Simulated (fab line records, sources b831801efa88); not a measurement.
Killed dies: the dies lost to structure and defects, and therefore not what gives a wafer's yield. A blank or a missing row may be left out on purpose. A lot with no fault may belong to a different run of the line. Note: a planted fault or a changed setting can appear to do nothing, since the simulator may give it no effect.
A lot that was struck, set against a sound lot / flow sky130 / 14 out of 708 route steps
Sound: these wafers, L694.3, L694.4, L694.6. Wafers struck: L705.1, L705.2, L705.3. The cause is given at the end.
Per side, at each step with rows, come the tool, then ch with its chambers, and then its first start. Under that, the readings that differ: sound wafers / struck wafers / difference of the means / sigmas: that difference in standard deviations of wafers without a fault.
alike: readings with means less than 2 such deviations apart, plus words and numbers identical on both sides. not compared: withheld readings, readings lacking a value on some wafer, bounds such as >300 that could conceal the same value, and numbers that have no deviation in the record and whose values overlap.
The two part at a step that has a row with sigmas, a row that says differs or no value, or rows on one side only. Non-overlapping numbers with no deviation appear without sigmas and do not part them. A reading missing from all wafers of one side parts the sides only when that side holds two or more wafers.

first, 2 steps without rows for these wafers: SKY_FIELD_ISO_WET_ETCH_21 (etches SiO2 in dHF, target depth 20 nm, time 400 s); SKY_FIELD_ISO_OXIDATION_22 (stabilise 600 s, purge 300 s, target thk 10 nm).
SKY_FIELD_ISO_THK_MEAS_23:
  struck on film-metro-03, day 4 20:49; sound on film-metro-03, day 2 14:58
  alike: FIELD_ISO_OXIDATION_01_THK
then, 1 step without rows for these wafers: SKY_FIELD_ISO_CVD_24 (deposits SiO2, target thk 595 nm, time 99.2 s).
SKY_FIELD_ISO_THK_MEAS_25:
  struck on film-metro-02, day 4 20:56; sound on film-metro-04, day 2 15:05
  alike: FIELD_ISO_CVD_24_THK
then, 1 step without rows for these wafers: SKY_FIELD_ISO_ANNEAL_26 (time 1800 s).
SKY_FIELD_ISO_CMP_27: polishes, stops on Si3N4, t overpolish 16 s, target thk 457.8 nm.
  sound on cmp-02 ch 0,2,3, day 2 17:34; struck on cmp-01 ch 1,2,3, day 4 22:30
  alike: motor-current-A, overpolish-run-s, retaining-ring-pressure-frac, time-to-endpoint-s
then, 5 steps without rows for these wafers: SKY_FIELD_ISO_WET_ETCH_28 (etches SiO2 in dHF, target depth 23.7 nm, time 48.49 s); SKY_FIELD_ISO_WET_ETCH_29 (etches Si3N4 in H3PO4, target depth 160 nm, time 1825 s); SKY_FIELD_ISO_WET_ETCH_30 (etches SiO2 in dHF, target depth 25 nm, time 50 s); SKY_NWELL_CLEAN_00 (cleans in SC1/SC2, time 150 s); SKY_NWELL_OXIDATION_01 (stabilise 600 s, purge 300 s, target thk 10 nm).
SKY_NWELL_THK_MEAS_02:
  struck on film-metro-01, day 5 01:07; sound on film-metro-03, day 2 20:26
reading=NWELL_OXIDATION_THK (nm); sound=9.52 9.40 9.57; struck=11.03 10.71 10.85; difference=+1.37; sigmas=+7
  not compared: hold
-- the record jumps here: 43 days lie between the struck wafers' starts before and after (it left off in module NWELL and takes up again in module PAD_OPEN, whose first step shown is number 708 of the route) --
SKY_PAD_OPEN_PROBE_99:
  struck on prober-02, day 48 10:32; sound on prober-02, day 46 04:35
  alike: killed_at_M0_to_M3, killed_at_M4_up, killed-at-contacts, killed-at-front-end, killed-at-other, killed-dies, killed-open, killed-short

== WHERE THEY PART ==
Only at SKY_NWELL_THK_MEAS_02, within this record. Later steps at which nothing parts them and some readings are alike: SKY_PAD_OPEN_PROBE_99.

WHY: what the simulator had put in
Metrology matching offset: film-metro-01, from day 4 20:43 on, at SKY_NWELL_THK_MEAS_02. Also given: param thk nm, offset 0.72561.
